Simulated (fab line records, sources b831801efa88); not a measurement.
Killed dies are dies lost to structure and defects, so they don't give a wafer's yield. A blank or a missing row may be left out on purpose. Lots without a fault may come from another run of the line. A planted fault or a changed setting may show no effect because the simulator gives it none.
Which tool did it? | flow gf180mcu | 12 lots, 34 wafers sampled, at 2 steps of a route of 602

WHAT THE GAUGES READ, wafer by wafer
GF_V2_BOW_MEAS_05.
lot  | measured     | on            | V2_BOW (um)
L717 | day 19 15:44 | film_metro-04 | 98 83 87
L718 | day 19 21:22 | film_metro-03 | 109 106 110
L720 | day 20 21:44 | film_metro-04 | 99 97 95
L726 | day 22 22:13 | film_metro-04 | 104 92
L727 | day 23 08:20 | film_metro-04 | 113 93
L729 | day 24 05:21 | film_metro-04 | 108 98 95
L730 | day 24 12:10 | film_metro-04 | 104 89 96
L734 | day 25 23:15 | film_metro-04 | 89 97 99
L736 | day 26 06:09 | film_metro-04 | 91 99 100
L737 | day 26 07:21 | film_metro-04 | 100 99 101
L738 | day 26 23:53 | film_metro-04 | 95 109 100
L739 | day 27 11:04 | film_metro-03 | 103 96 101

GF_V2_CD_MEAS_14: target cd 260 nm.
lot  | measured     | on        | cd_nm (nm)
L717 | day 20 15:50 | cd_sem-01 | 259.7 259.7 258.9
L718 | day 20 21:16 | cd_sem-02 | 258.4 259.0 259.3
L720 | day 21 20:58 | cd_sem-01 | 261.5 261.5 260.7
L726 | day 23 20:25 | cd_sem-01 | 260.9 261.6
L727 | day 24 06:29 | cd_sem-02 | 259.3 259.7
L729 | day 25 03:28 | cd_sem-01 | 258.7 260.0 259.3
L730 | day 25 08:57 | cd_sem-02 | 262.4 262.5 261.2
L734 | day 26 18:02 | cd_sem-02 | 257.1 259.6 258.3
L736 | day 27 01:58 | cd_sem-01 | 259.4 260.7 260.8
L737 | day 27 03:56 | cd_sem-02 | 260.5 261.0 262.1
L738 | day 27 19:45 | cd_sem-02 | 261.1 260.9 261.4
L739 | day 28 07:05 | cd_sem-02 | 261.3 260.6 261.5

WHICH TOOL RAN EACH LOT (tool, then ch and the chambers of the sampled wafers, then the start)
The record holds no process step before these readings.

WHAT THE TOOLS THEMSELVES READ (means of the sampled wafers that have a number; where no wafer has one, the mark that the record gives instead)
The record holds no such reading with a usual standard deviation.

THE ANSWER, worked out from the rows above alone
Rule: what is usual is taken from the lots themselves. Put in order of their means at a reading, lots are off if they are a third of the lots or fewer, leave a main group of 4 or more, and stand apart from it by a gap of 3 or more times the standard deviation of the main group's means; of several such gaps the widest counts. A main group whose means are all the same, to the digits that the tables above print for the reading, isn't used. A lot without any number at a reading at which 4 lots or more have one is off too. The other lots that the step has rows for count as sound. The gauges are gone through in route order, then the tools' own readings, and for those a lot's mean is taken as printed above. The first step at which some lot is off is used, and at that step the reading that is off furthest; a lot without a number counts as furthest.
No lot is off at any reading shown: from this, nothing can be told.

WHAT THE SIMULATOR HAD PUT IN
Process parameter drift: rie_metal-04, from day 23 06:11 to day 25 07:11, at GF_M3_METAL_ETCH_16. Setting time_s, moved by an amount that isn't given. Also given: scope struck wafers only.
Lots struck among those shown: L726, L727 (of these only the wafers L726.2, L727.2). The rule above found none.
